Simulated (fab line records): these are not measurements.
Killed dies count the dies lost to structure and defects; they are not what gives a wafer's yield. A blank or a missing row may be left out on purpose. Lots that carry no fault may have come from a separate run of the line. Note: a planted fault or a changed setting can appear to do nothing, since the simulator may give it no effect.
fab line records ; flow sky130
record lots=11; wafers=32; last-day=50
route steps=708 shown LI_CONTACT@383 LOCAL_INTERCONNECT@402 CONTACT@420 PAD_OPEN@708
lots that met no fault: from a run of the same line without faults
start-h: hours from the record's opening day to when the first of the lot's shown wafers began ; wait-h: how many hours have passed since the lot's step before this one ; " as in the row above ; L1.1+2: a row that stands for several wafers ; - value missing, or start not given ; * or withheld: withheld ; < > ~ a bound
route shown NAME@n: names a module that has steps shown in the file, with the first one's number in the route ; usual: mean/standard deviation taken from wafers without a fault ; same: alike in all rows ; chamber/n: place in a boat ; sites: the reading at each site ; _std_site: their standard deviation ; _edge_site: inner sites' mean taken away from outer sites' mean ; radius-mm: for every site, how far away it sits from the centre of the wafer ; mask NAME#n: copy n ; behind: the last tool/chamber to shape the wafer ; hold: cause of the lot's hold/its duration in hours/its outcome ; device: the transistor (n, p or np) that didn't switch ; end of line: the tests these same wafers got at the end of their route ; for a step that has no rows: nothing shown but its recipe ; killed: at the first sort, the dies lost to defects and structure; wafer yield is something else ; map: dies across one wafer; x = killed, . = not, _ = none there
set.NAME: the run value of the setting; set.NAME@STEP: its run value at that earlier step ; model.NAME: the simulator's own value behind a step, which no gauge read
steps of the route over a sample of lots; a table a step, a row a wafer
services: from which hour (start-h, from the record's first day; less than 0 if before it) a tool's chamber was out of use, for how many hours, and why
## steps
# step SKY_LI_CONTACT_CVD_21
# recipe material=W; target-thk-nm=400; time-s=120.56; temp-c=400; pressure-torr=40
# usual heater-power-w=830/71
# same time-s=120.56
lot.wafer;tool;chamber;start-h;wait-h;heater-power-w
L368.1;cvd-w-01;1;676.37;0.0;932
L368.4;cvd-w-01;0;676.37;0.0;807
L368.5;cvd-w-01;0;676.37;0.0;811
L373.2;cvd-w-02;1;714.05;0.0;765
L373.4;cvd-w-02;0;714.05;0.0;786
L373.5;cvd-w-02;0;714.05;0.0;772
L375.1;cvd-w-02;1;738.26;0.0;763
L375.2;cvd-w-02;0;738.26;0.0;782
L375.6;cvd-w-02;1;738.26;0.0;751
L376.1;cvd-w-01;0;742.20;0.0;809
L376.4;cvd-w-01;1;742.20;0.0;930
L376.6;cvd-w-01;1;742.20;0.0;956
L377.1;cvd-w-02;0;751.32;0.0;774
L377.3;cvd-w-02;0;751.32;0.0;783
L377.5;cvd-w-02;1;751.32;0.0;784
L378.1;cvd-w-02;1;757.93;0.0;779
L378.5;cvd-w-02;0;757.93;0.0;788
L378.6;cvd-w-02;1;757.93;0.0;781
L379.2;cvd-w-01;0;763.92;0.0;796
L379.4;cvd-w-01;1;763.92;0.0;952
L379.5;cvd-w-01;1;763.92;0.0;958
L380.2;cvd-w-01;0;776.27;0.0;804
L380.3;cvd-w-01;0;776.27;0.0;824
L380.6;cvd-w-01;1;776.27;0.0;932
L383.1;cvd-w-01;0;797.60;0.0;800
L383.3;cvd-w-01;1;797.60;0.0;943
L383.6;cvd-w-01;0;797.60;0.0;794
L387.2;cvd-w-01;1;829.27;0.0;939
L387.3;cvd-w-01;1;829.27;0.0;960
L390.2;cvd-w-02;1;851.77;0.0;778
L390.4;cvd-w-02;1;851.77;0.0;765
L390.6;cvd-w-02;1;851.77;0.0;796
# step SKY_LOCAL_INTERCONNECT_STRIP_15
# recipe chemistry=O2/N2; power-w=1400; pressure-mtorr=1500; platen-temp-c=withheld; o2-flow-sccm=3000; n2-flow-sccm=300; overash-fraction=0.5
# usual chamber-pressure-mTorr=1500.1/1.4; drypump-motor-current-A=5.8/0.47; oes-product-au=0.428/0.0047; strip-time-to-endpoint-s=4.729/0.018
lot.wafer;tool;chamber;start-h;wait-h;chamber-pressure-mTorr;drypump-motor-current-A;oes-product-au;rf-hours-counter-h;strip-time-to-endpoint-s
L368.1;plasma-asher-01;1;706.15;0.0;1501.6;5.4;0.428;56;4.731
L368.4;plasma-asher-01;1;706.15;0.0;1499.9;5.4;0.433;-;4.715
L368.5;plasma-asher-01;1;706.15;0.0;1500.2;5.3;0.421;-;4.728
L373.2;plasma-asher-03;0;742.92;0.0;1497.2;6.5;0.433;0;4.747
L373.4;plasma-asher-03;1;742.92;0.0;1500.9;5.9;0.434;-;4.734
L373.5;plasma-asher-03;1;742.92;0.0;1499.5;5.9;0.433;-;4.752
L375.1;plasma-asher-03;0;766.30;0.0;1501.2;6.5;0.429;2;4.709
L375.2;plasma-asher-03;1;766.30;0.0;1498.5;5.9;0.430;2;4.731
L375.6;plasma-asher-03;0;766.30;0.0;1500.3;6.5;0.436;-;4.727
L376.1;plasma-asher-01;1;770.15;0.0;1498.7;5.4;0.427;62;4.723
L376.4;plasma-asher-01;1;770.15;0.0;1501.6;5.4;0.433;-;4.773
L376.6;plasma-asher-01;0;770.15;0.0;1500.2;5.2;0.427;-;4.757
L377.1;plasma-asher-03;0;778.27;0.0;1499.6;6.5;0.422;4;4.705
L377.3;plasma-asher-03;0;778.27;0.0;1498.9;6.5;0.436;-;4.715
L377.5;plasma-asher-03;1;778.27;0.0;1499.6;5.9;0.425;-;4.725
L378.1;plasma-asher-02;1;785.70;0.0;1499.5;6.0;0.434;35;4.727
L378.5;plasma-asher-02;1;785.70;0.0;1497.3;6.0;0.429;-;4.722
L378.6;plasma-asher-02;0;785.70;0.0;1498.9;6.0;0.423;-;4.730
L379.2;plasma-asher-03;0;791.45;0.0;1496.9;6.5;0.424;5;4.726
L379.4;plasma-asher-03;0;791.45;0.0;1499.9;6.5;0.422;-;4.752
L379.5;plasma-asher-03;0;791.45;0.0;1501.2;6.5;0.436;-;4.740
L380.2;plasma-asher-03;0;804.10;0.0;1499.3;6.5;0.430;6;4.731
L380.3;plasma-asher-03;1;804.10;0.0;1500.0;5.9;0.435;-;4.732
L380.6;plasma-asher-03;1;804.10;0.0;1500.3;5.9;0.427;-;4.730
L383.1;plasma-asher-03;0;824.67;0.0;1499.5;6.5;0.424;8;4.701
L383.3;plasma-asher-03;1;824.67;0.0;1500.4;5.8;0.420;-;4.743
L383.6;plasma-asher-03;0;824.67;0.0;1501.3;6.5;0.431;-;4.717
L387.2;plasma-asher-01;1;855.96;0.0;1500.9;5.4;0.422;71;4.766
L387.3;plasma-asher-01;0;855.96;0.0;1500.6;5.3;0.441;-;4.755
L390.2;plasma-asher-01;0;878.62;0.0;1498.7;5.2;0.431;73;4.720
L390.4;plasma-asher-01;1;878.62;0.0;1499.1;5.4;0.432;-;4.728
L390.6;plasma-asher-01;0;878.62;0.0;1498.2;5.3;0.420;-;4.723
# step SKY_CONTACT_CD_MEAS_14
# recipe target-cd-nm=170
# usual cd-nm=170.4/1.7
lot.wafer;tool;chamber;start-h;wait-h;cd-nm
L368.1;cd-sem-01;-;735.48;-;170.0
L368.4;cd-sem-01;-;735.48;-;172.0
L368.5;cd-sem-01;-;735.48;-;172.5
L373.2;cd-sem-01;-;771.35;-;169.5
L373.4;cd-sem-01;-;771.35;-;171.2
L373.5;cd-sem-01;-;771.35;-;170.8
L375.1;cd-sem-02;-;793.63;-;171.8
L375.2;cd-sem-02;-;793.63;-;173.3
L375.6;cd-sem-02;-;793.63;-;171.6
L376.1;cd-sem-02;-;797.64;-;166.9
L376.4;cd-sem-02;-;797.64;-;168.7
L376.6;cd-sem-02;-;797.64;-;168.0
L377.1;cd-sem-02;-;805.73;-;169.6
L377.3;cd-sem-02;-;805.73;-;170.5
L377.5;cd-sem-02;-;805.73;-;170.4
L378.1;cd-sem-01;-;813.43;-;172.3
L378.5;cd-sem-01;-;813.43;-;171.6
L378.6;cd-sem-01;-;813.43;-;170.4
L379.2;cd-sem-02;-;819.15;-;172.5
L379.4;cd-sem-02;-;819.15;-;171.5
L379.5;cd-sem-02;-;819.15;-;171.0
L380.2;cd-sem-01;-;831.50;-;169.5
L380.3;cd-sem-01;-;831.50;-;168.6
L380.6;cd-sem-01;-;831.50;-;169.9
L383.1;cd-sem-01;-;851.68;-;171.3
L383.3;cd-sem-01;-;851.68;-;173.4
L383.6;cd-sem-01;-;851.68;-;173.5
L387.2;cd-sem-01;-;882.97;-;169.1
L387.3;cd-sem-01;-;882.97;-;170.5
L390.2;cd-sem-02;-;905.41;-;168.1
L390.4;cd-sem-02;-;905.41;-;168.6
L390.6;cd-sem-02;-;905.41;-;169.6
# step SKY_CONTACT_ETCH_18
# recipe target=Si3N4; chemistry=CHF3/O2; stop-on=TiN; source-w=600; bias-w=200; pressure-mtorr=40; chf3-flow-sccm=50; O2_flow_sccm=5; time-s=39; target-depth-a=750
# usual chamber-pressure-mTorr=40.00/0.034; drypump-motor-current-A=5.6/0.52; oes-product-au=0.854/0.0073; throttle-valve-pct=8.795/0.0096
# same time-s=39
lot.wafer;tool;chamber;start-h;wait-h;chamber-pressure-mTorr;drypump-motor-current-A;oes-product-au;rf-hours-counter-h;throttle-valve-pct
L368.1;rie-diel-03;0;735;-;40.01;6.1;0.854;6;8.791
L368.4;rie-diel-03;0;735;-;39.99;6.0;0.871;-;8.791
L368.5;rie-diel-03;1;735;-;40.02;5.8;0.860;-;8.792
L373.2;rie-diel-02;2;771;-;39.99;5.7;0.843;15;8.796
L373.4;rie-diel-02;0;771;-;39.98;5.5;0.855;6;8.799
L373.5;rie-diel-02;3;771;-;39.95;6.1;0.869;-;8.811
L375.1;rie-diel-02;3;793;-;40.00;6.1;0.846;2;8.783
L375.2;rie-diel-02;0;793;-;39.99;5.5;0.852;7;8.795
L375.6;rie-diel-02;1;793;-;40.02;5.2;0.853;-;8.787
L376.1;rie-diel-03;2;797;-;40.02;5.7;0.840;2;8.809
L376.4;rie-diel-03;0;797;-;40.05;6.1;0.863;8;8.795
L376.6;rie-diel-03;0;797;-;40.03;6.1;0.856;-;8.813
L377.1;rie-diel-02;3;805;-;39.98;6.1;0.857;2;8.809
L377.3;rie-diel-02;1;805;-;40.04;5.2;0.855;9;8.792
L377.5;rie-diel-02;0;806;-;40.03;5.6;0.861;-;8.782
L378.1;rie-diel-01;2;813;-;39.92;4.7;0.852;21;8.809
L378.5;rie-diel-01;3;813;-;40.01;5.8;0.856;-;8.807
L378.6;rie-diel-01;2;813;-;39.97;4.8;0.854;-;8.791
L379.2;rie-diel-03;0;819;-;39.99;6.1;0.848;9;8.795
L379.4;rie-diel-03;1;819;-;39.98;5.8;0.853;12;8.794
L379.5;rie-diel-03;3;819;-;39.97;4.8;0.860;-;8.798
L380.2;rie-diel-01;0;831;-;39.96;4.9;0.854;22;8.794
L380.3;rie-diel-01;1;831;-;40.03;6.4;0.853;25;8.787
L380.6;rie-diel-01;1;831;-;39.99;6.4;0.862;-;8.811
L383.1;rie-diel-01;0;851;-;40.02;4.9;0.844;23;8.795
L383.3;rie-diel-01;1;851;-;39.95;6.3;0.832;26;8.783
L383.6;rie-diel-01;2;851;-;40.02;4.8;0.844;-;8.794
L387.2;rie-diel-01;1;883;-;40.00;6.4;0.844;27;8.790
L387.3;rie-diel-01;3;883;-;39.99;5.7;0.850;11;8.787
L390.2;rie-diel-01;0;905;-;39.94;4.9;0.847;25;8.810
L390.4;rie-diel-01;3;905;-;39.93;5.8;0.852;12;8.781
L390.6;rie-diel-01;1;905;-;40.01;6.4;0.854;-;8.797
# step SKY_CONTACT_STRIP_19
# recipe chemistry=O2/N2; power-w=1400; pressure-mtorr=1500; platen-temp-c=withheld; o2-flow-sccm=3000; n2-flow-sccm=300; overash-fraction=0.5
# usual chamber-pressure-mTorr=1500/3.2; drypump-motor-current-A=5.4/0.42; oes-product-au=0.381/0.0041; strip-time-to-endpoint-s=3.613/0.024
lot.wafer;tool;chamber;start-h;wait-h;chamber-pressure-mTorr;drypump-motor-current-A;oes-product-au;rf-hours-counter-h;strip-time-to-endpoint-s
L368.1;plasma-asher-04;0;735.77;-;1500;5.2;0.384;89;3.604
L368.4;plasma-asher-04;0;735.77;-;1499;5.2;0.380;-;3.583
L368.5;plasma-asher-04;0;735.77;-;1502;5.2;0.385;-;3.618
L373.2;plasma-asher-01;0;771.62;-;1501;5.2;0.375;62;3.624
L373.4;plasma-asher-01;0;771.62;-;1500;5.2;0.389;-;3.677
L373.5;plasma-asher-01;0;771.62;-;1502;5.2;0.378;-;3.638
L375.1;plasma-asher-03;1;793.92;-;1501;5.9;0.384;5;3.588
L375.2;plasma-asher-03;0;793.92;-;1499;6.5;0.384;5;3.619
L375.6;plasma-asher-03;1;793.92;-;1499;5.9;0.378;-;3.599
L376.1;plasma-asher-03;0;797.93;-;1502;6.5;0.381;6;3.596
L376.4;plasma-asher-03;0;797.93;-;1500;6.5;0.381;-;3.579
L376.6;plasma-asher-03;0;797.93;-;1501;6.5;0.384;-;3.567
L377.1;plasma-asher-04;1;806.02;-;1498;5.1;0.381;95;3.596
L377.3;plasma-asher-04;0;806.02;-;1500;5.2;0.375;-;3.630
L377.5;plasma-asher-04;1;806.02;-;1498;5.1;0.388;-;3.631
L378.1;plasma-asher-01;1;813.72;-;1503;5.4;0.375;66;3.611
L378.5;plasma-asher-01;1;813.72;-;1499;5.3;0.376;-;3.641
L378.6;plasma-asher-01;0;813.72;-;1497;5.2;0.381;-;3.610
L379.2;plasma-asher-01;1;819.42;-;1501;5.4;0.385;67;3.572
L379.4;plasma-asher-01;0;819.42;-;1502;5.2;0.377;-;3.605
L379.5;plasma-asher-01;1;819.42;-;1502;5.4;0.383;-;3.575
L380.2;plasma-asher-04;0;831.77;-;1501;5.2;0.371;98;3.619
L380.3;plasma-asher-04;1;831.77;-;1498;5.1;0.379;-;3.647
L380.6;plasma-asher-04;1;831.77;-;1499;5.1;0.381;-;3.644
L383.1;plasma-asher-03;1;851.97;-;1499;5.9;0.378;11;3.642
L383.3;plasma-asher-03;0;851.97;-;1499;6.5;0.378;-;3.639
L383.6;plasma-asher-03;1;851.97;-;1499;5.9;0.388;-;3.623
L387.2;plasma-asher-01;1;883.24;-;1501;5.4;0.391;74;3.831
L387.3;plasma-asher-01;0;883.24;-;1500;5.2;0.388;-;3.841
L390.2;plasma-asher-01;1;905.68;-;1502;5.3;0.390;75;3.810
L390.4;plasma-asher-01;1;905.68;-;1502;5.3;0.387;-;3.635
L390.6;plasma-asher-01;0;905.68;-;1500;5.2;0.381;-;3.633
# step SKY_PAD_OPEN_PROBE_99
# usual killed_at_M0_to_M3=44/7; killed_at_M4_up=3.2/1.8; killed-at-contacts=24/5.1; killed-at-front-end=15/4.3; killed-at-other=0.3/0.5; killed-dies=86/9.6; killed-on-rim=17/4.1; killed-open=48/7.1; killed-short=38/6.7
# same gross-dies=492; killed-at-back-side=0
lot.wafer;tool;chamber;start-h;wait-h;killed_at_M0_to_M3;killed_at_M4_up;killed-at-contacts;killed-at-front-end;killed-at-other;killed-dies;killed-on-rim;killed-open;killed-short
L368.1;prober-01;-;1076.90;0.1;43;2;21;9;0;75;16;43;32
L368.4;prober-01;-;1077.05;0.2;40;2;17;14;0;73;16;43;27
L368.5;prober-01;-;1077.10;0.2;43;3;25;13;1;85;15;45;36
L373.2;prober-02;-;1102.41;0.1;60;7;19;11;0;97;17;52;45
L373.4;prober-02;-;1102.51;0.2;46;4;29;16;0;95;21;48;47
L373.5;prober-02;-;1102.56;0.2;54;6;25;9;0;94;21;52;42
L375.1;prober-02;-;1121.16;0.1;39;3;18;24;0;84;12;43;41
L375.2;prober-02;-;1121.21;0.1;42;1;29;19;0;91;20;53;38
L375.6;prober-02;-;1121.41;0.2;55;0;24;17;1;97;20;53;44
L376.1;prober-01;-;1124.26;0.1;46;3;26;16;1;92;19;52;40
L376.4;prober-01;-;1124.41;0.2;44;5;16;22;0;87;14;44;43
L376.6;prober-01;-;1124.51;0.2;42;4;21;10;0;77;13;47;30
L377.1;prober-02;-;1128.66;0.1;38;3;17;17;0;75;15;40;34
L377.3;prober-02;-;1128.76;0.2;50;6;18;15;0;89;26;51;38
L377.5;prober-02;-;1128.86;0.2;44;2;34;24;0;104;23;59;45
L378.1;prober-01;-;1134.05;0.1;56;2;29;11;0;98;17;58;40
L378.5;prober-01;-;1134.25;0.2;52;2;23;14;1;92;18;50;42
L378.6;prober-01;-;1134.30;0.2;37;5;24;11;0;77;13;45;32
L379.2;prober-02;-;1137.35;0.1;40;3;18;17;0;78;16;44;34
L379.4;prober-02;-;1137.45;0.2;40;3;19;6;0;68;10;39;29
L379.5;prober-02;-;1137.50;0.2;39;2;23;16;0;80;11;46;34
L380.2;prober-01;-;1149.00;0.1;59;1;29;13;2;104;22;52;46
L380.3;prober-01;-;1149.05;0.2;50;6;28;11;1;96;15;43;51
L380.6;prober-01;-;1149.20;0.2;46;2;27;19;1;95;22;55;38
L383.1;prober-01;-;1162.76;0.1;42;2;30;9;0;83;13;42;41
L383.3;prober-01;-;1162.86;0.2;46;5;26;13;0;90;14;52;37
L383.6;prober-01;-;1163.01;0.2;32;3;30;13;1;79;19;41;37
L387.2;prober-02;-;1183.79;0.1;45;4;198;13;0;260;28;49;41
L387.3;prober-02;-;1183.84;0.2;47;4;312;22;0;385;82;58;30
L390.2;prober-01;-;1199.32;0.1;43;0;132;9;0;184;24;45;38
L390.4;prober-01;-;1199.42;0.2;46;3;25;10;0;84;17;47;37
L390.6;prober-01;-;1199.52;0.2;44;9;34;12;0;99;23;60;39
# killed by level:class
L368.1 CONTACT:geometric-particle:open=14 METAL2:geometric-particle:short=10 VIA1:geometric-particle:short=7 LI_CONTACT:geometric-particle:open=5 METAL1:geometric-particle:short=5 VIA2:geometric-particle:open=5 SPACER:geometric-particle:open=4 VIA1:geometric-particle:open=4
L368.4 VIA1:geometric-particle:open=8 VIA2:geometric-particle:open=7 CONTACT:geometric-particle:open=6 VIA3:geometric-particle:open=6 POLY_GATE:geometric-particle:open=5 LI_CONTACT:geometric-particle:open=5 METAL1:geometric-particle:short=5 METAL2:geometric-particle:short=5
L368.5 CONTACT:geometric-particle:open=10 VIA3:geometric-particle:open=7 VIA2:geometric-particle:open=7 VIA1:geometric-particle:short=6 VIA2:geometric-particle:short=6 LI_CONTACT:geometric-particle:short=5 LI_CONTACT:geometric-particle:open=5 VIA1:geometric-particle:open=5
L373.2 VIA1:geometric-particle:open=11 VIA3:geometric-particle:open=9 VIA2:geometric-particle:open=8 METAL1:geometric-particle:short=8 CONTACT:geometric-particle:open=8 METAL2:geometric-particle:short=7 CONTACT:geometric-particle:short=5 VIA1:geometric-particle:short=5
L373.4 VIA2:geometric-particle:open=11 CONTACT:geometric-particle:open=11 VIA1:geometric-particle:open=9 FIELD_ISO:geometric-particle:short=7 CONTACT:geometric-particle:short=7 METAL1:geometric-particle:short=7 LOCAL_INTERCONNECT:geometric-particle:short=6 VIA3:geometric-particle:open=6
L373.5 VIA1:geometric-particle:open=11 CONTACT:geometric-particle:open=10 VIA2:geometric-particle:open=8 VIA3:geometric-particle:open=7 VIA1:geometric-particle:short=6 LI_CONTACT:geometric-particle:open=5 VIA2:geometric-particle:short=5 METAL1:geometric-particle:short=4
L375.1 VIA1:geometric-particle:open=9 CONTACT:geometric-particle:open=8 FIELD_ISO:geometric-particle:short=5 FIELD_ISO:geometric-particle:open=5 POLY_GATE:geometric-particle:open=5 LOCAL_INTERCONNECT:geometric-particle:short=5 VIA3:geometric-particle:open=5 METAL1:geometric-particle:short=5
L375.2 VIA1:geometric-particle:open=12 LI_CONTACT:geometric-particle:open=10 VIA1:geometric-particle:short=9 CONTACT:geometric-particle:open=9 VIA2:geometric-particle:open=5 FIELD_ISO:geometric-particle:short=4 POLY_GATE:geometric-particle:open=4 LOCAL_INTERCONNECT:geometric-particle:short=4
L375.6 VIA2:geometric-particle:open=10 CONTACT:geometric-particle:open=9 VIA1:geometric-particle:short=8 VIA1:geometric-particle:open=7 LI_CONTACT:geometric-particle:open=7 METAL3:geometric-particle:short=6 METAL2:geometric-particle:short=5 POLY_GATE:geometric-particle:open=5
L376.1 VIA1:geometric-particle:open=14 CONTACT:geometric-particle:open=10 VIA2:geometric-particle:open=7 FIELD_ISO:geometric-particle:short=6 VIA3:geometric-particle:open=6 POLY_GATE:geometric-particle:open=5 LI_CONTACT:geometric-particle:open=5 LI_CONTACT:geometric-particle:short=4
L376.4 VIA1:geometric-particle:open=11 POLY_GATE:geometric-particle:short=9 CONTACT:geometric-particle:open=7 VIA3:geometric-particle:open=7 FIELD_ISO:geometric-particle:short=5 LI_CONTACT:geometric-particle:open=5 METAL1:geometric-particle:short=5 VIA1:geometric-particle:short=5
L376.6 VIA1:geometric-particle:open=12 CONTACT:geometric-particle:open=11 VIA2:geometric-particle:open=7 CONTACT:geometric-particle:short=6 METAL1:geometric-particle:short=5 VIA3:geometric-particle:short=5 METAL2:geometric-particle:short=4 FIELD_ISO:geometric-particle:open=3
L377.1 VIA1:geometric-particle:open=17 CONTACT:geometric-particle:open=7 METAL2:geometric-particle:short=5 VIA1:geometric-particle:short=5 FIELD_ISO:geometric-particle:open=4 POLY_GATE:geometric-particle:short=4 LI_CONTACT:geometric-particle:open=3 LI_CONTACT:geometric-particle:short=3
L377.3 VIA1:geometric-particle:open=16 LI_CONTACT:geometric-particle:open=7 VIA2:geometric-particle:open=7 METAL1:geometric-particle:short=7 VIA3:geometric-particle:open=6 METAL2:geometric-particle:short=5 VIA1:geometric-particle:short=5 METAL4:geometric-particle:short=5
L377.5 CONTACT:geometric-particle:open=13 VIA1:geometric-particle:open=12 VIA2:geometric-particle:open=10 CONTACT:geometric-particle:short=8 POLY_GATE:geometric-particle:short=8 LI_CONTACT:geometric-particle:open=6 FIELD_ISO:geometric-particle:open=5 LOCAL_INTERCONNECT:geometric-particle:short=4
L378.1 CONTACT:geometric-particle:open=12 VIA1:geometric-particle:open=11 VIA3:geometric-particle:open=11 VIA2:geometric-particle:open=9 LOCAL_INTERCONNECT:geometric-particle:short=7 VIA1:geometric-particle:short=5 POLY_GATE:geometric-particle:short=4 POLY_GATE:geometric-particle:open=4
L378.5 VIA1:geometric-particle:open=12 LI_CONTACT:geometric-particle:open=7 VIA2:geometric-particle:open=7 VIA3:geometric-particle:open=7 METAL2:geometric-particle:short=6 CONTACT:geometric-particle:open=5 VIA1:geometric-particle:short=5 VIA2:geometric-particle:short=5
L378.6 LI_CONTACT:geometric-particle:open=9 VIA1:geometric-particle:open=8 METAL3:geometric-particle:short=6 CONTACT:geometric-particle:open=6 VIA3:geometric-particle:open=6 METAL1:geometric-particle:short=5 METAL2:geometric-particle:short=4 VIA2:geometric-particle:open=4
L379.2 CONTACT:geometric-particle:open=10 VIA1:geometric-particle:open=8 VIA2:geometric-particle:open=6 VIA3:geometric-particle:open=6 FIELD_ISO:geometric-particle:short=5 METAL1:geometric-particle:short=5 POLY_GATE:geometric-particle:short=4 METAL2:geometric-particle:short=4
L379.4 VIA1:geometric-particle:open=9 LI_CONTACT:geometric-particle:open=9 VIA1:geometric-particle:short=7 METAL1:geometric-particle:short=7 CONTACT:geometric-particle:open=6 METAL2:geometric-particle:short=4 VIA2:geometric-particle:open=4 CONTACT:geometric-particle:short=3
L379.5 VIA3:geometric-particle:open=8 CONTACT:geometric-particle:open=8 VIA1:geometric-particle:open=8 LI_CONTACT:geometric-particle:open=7 METAL1:geometric-particle:short=6 VIA2:geometric-particle:short=5 METAL2:geometric-particle:short=5 FIELD_ISO:geometric-particle:open=4
L380.2 VIA1:geometric-particle:open=18 METAL2:geometric-particle:short=14 LI_CONTACT:geometric-particle:open=8 LI_CONTACT:geometric-particle:short=6 CONTACT:geometric-particle:open=5 CONTACT:geometric-particle:short=5 VIA2:geometric-particle:open=5 VIA3:geometric-particle:open=4
L380.3 VIA1:geometric-particle:open=11 METAL2:geometric-particle:short=9 VIA1:geometric-particle:short=8 LI_CONTACT:geometric-particle:open=7 CONTACT:geometric-particle:open=7 CONTACT:geometric-particle:short=6 VIA3:geometric-particle:open=5 VIA2:geometric-particle:short=5
L380.6 VIA2:geometric-particle:open=11 CONTACT:geometric-particle:open=8 VIA1:geometric-particle:open=8 VIA3:geometric-particle:open=7 LI_CONTACT:geometric-particle:open=7 VIA1:geometric-particle:short=6 FIELD_ISO:geometric-particle:short=5 LI_CONTACT:geometric-particle:short=5
L383.1 LI_CONTACT:geometric-particle:open=10 LOCAL_INTERCONNECT:geometric-particle:short=6 CONTACT:geometric-particle:short=6 CONTACT:geometric-particle:open=6 METAL1:geometric-particle:short=6 VIA1:geometric-particle:open=5 METAL2:geometric-particle:short=5 VIA2:geometric-particle:open=5
L383.3 CONTACT:geometric-particle:open=13 VIA1:geometric-particle:open=10 VIA3:geometric-particle:open=9 CONTACT:geometric-particle:short=6 METAL1:geometric-particle:short=4 METAL2:geometric-particle:short=4 VIA2:geometric-particle:open=4 METAL3:geometric-particle:short=4
L383.6 LI_CONTACT:geometric-particle:open=12 VIA1:geometric-particle:open=9 CONTACT:geometric-particle:open=8 METAL2:geometric-particle:short=8 VIA1:geometric-particle:short=7 LI_CONTACT:geometric-particle:short=5 POLY_GATE:geometric-particle:short=4 LOCAL_INTERCONNECT:geometric-particle:short=4
L387.2 CONTACT:area-etch=170 LI_CONTACT:geometric-particle:open=12 VIA1:geometric-particle:open=12 CONTACT:geometric-particle:open=8 VIA1:geometric-particle:short=6 VIA2:geometric-particle:open=5 VIA3:geometric-particle:short=5 CONTACT:geometric-particle:short=4
L387.3 CONTACT:area-etch=297 FIELD_ISO:geometric-particle:open=12 VIA3:geometric-particle:open=11 VIA2:geometric-particle:open=10 VIA1:geometric-particle:open=8 CONTACT:geometric-particle:short=5 VIA1:geometric-particle:short=5 FIELD_ISO:geometric-particle:short=4
L390.2 CONTACT:area-etch=101 CONTACT:geometric-particle:open=11 VIA1:geometric-particle:open=8 VIA2:geometric-particle:open=8 VIA3:geometric-particle:open=6 FIELD_ISO:geometric-particle:short=5 LI_CONTACT:geometric-particle:open=5 LOCAL_INTERCONNECT:geometric-particle:short=5
L390.4 CONTACT:geometric-particle:open=11 VIA3:geometric-particle:open=9 VIA1:geometric-particle:open=8 METAL2:geometric-particle:short=8 VIA2:geometric-particle:open=8 LI_CONTACT:geometric-particle:open=5 VIA3:geometric-particle:short=4 LOCAL_INTERCONNECT:geometric-particle:short=4
L390.6 VIA3:geometric-particle:open=12 CONTACT:geometric-particle:open=11 LI_CONTACT:geometric-particle:open=8 METAL2:geometric-particle:short=6 LOCAL_INTERCONNECT:geometric-particle:short=6 METAL1:geometric-particle:short=5 VIA1:geometric-particle:open=5 FIELD_ISO:geometric-particle:open=4
## services
tool;chamber;start-h;hours;kind
plasma-asher-04;-;681.56;2.1;repair
plasma-asher-03;-;733.75;9.0;pm
plasma-asher-03;0;733.75;9.0;vent-cycle
plasma-asher-03;1;733.75;9.0;vent-cycle
plasma-asher-03;0;742.75;-;clean
plasma-asher-03;1;742.75;-;clean
cvd-w-02;1;744.59;2.4;repair
plasma-asher-04;-;749.36;3.9;repair
rie-diel-02;1;758.26;6.6;repair
rie-diel-02;-;784.98;0.4;repair
rie-diel-02;-;788.67;2.8;pm
cvd-w-02;-;808.55;2.8;pm
rie-diel-03;1;814.68;3.0;repair
rie-diel-01;3;820.67;13.5;repair
rie-diel-03;3;828.33;6.8;repair
rie-diel-03;1;849.83;11.1;repair
plasma-asher-03;-;859.04;0.6;repair
plasma-asher-02;-;863.32;0.7;repair
plasma-asher-01;-;893.25;1.5;repair
plasma-asher-02;-;895.49;0.8;repair
plasma-asher-01;-;899.03;1.9;repair
rie-diel-03;-;899.05;14.6;pm
cvd-w-01;-;901.25;0.4;repair
cvd-w-01;-;904.00;14.0;pm
## key
first-sign step=SKY_CONTACT_STRIP_19; reading=strip-time-to-endpoint-s; direction=up; sigmas=8.8; usual=*; struck=*
effect step=SKY_PAD_OPEN_PROBE_99; reading=killed-at-contacts; direction=up; sigmas=37; usual=24; struck=214
more-kills-born-at SKY_CONTACT_ETCH_18@rie-diel-01=568
met-at SKY_CONTACT_ETCH_18
struck-lots L387,L390
struck-wafers L387.2,L387.3,L390.2
later-rows-left-out L387.3
tester-left-out L387,L390
not-acting-at SKY_LI_CONTACT_CVD_21,SKY_LOCAL_INTERCONNECT_STRIP_15,SKY_CONTACT_CD_MEAS_14
onset-between 851 883
fault kind=process-parameter-drift; tool=rie-diel-01; chamber=-; onset-h=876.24; steps=SKY_CONTACT_ETCH_18; channel=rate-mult; offset=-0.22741; shape=step; end-h=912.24; scope=struck-wafers-only
# tester-left-out: of these lots the tester's yield and bins aren't shown, on N5 and GAA mostly nor the transistor test; their killed dies are dies lost to structure and defects alone, not to doping, threshold or leakage, so they don't give the yield
# later-rows-left-out: the simulator's readings of these wafers behind a module that went badly wrong aren't trusted and aren't shown, but for the sort
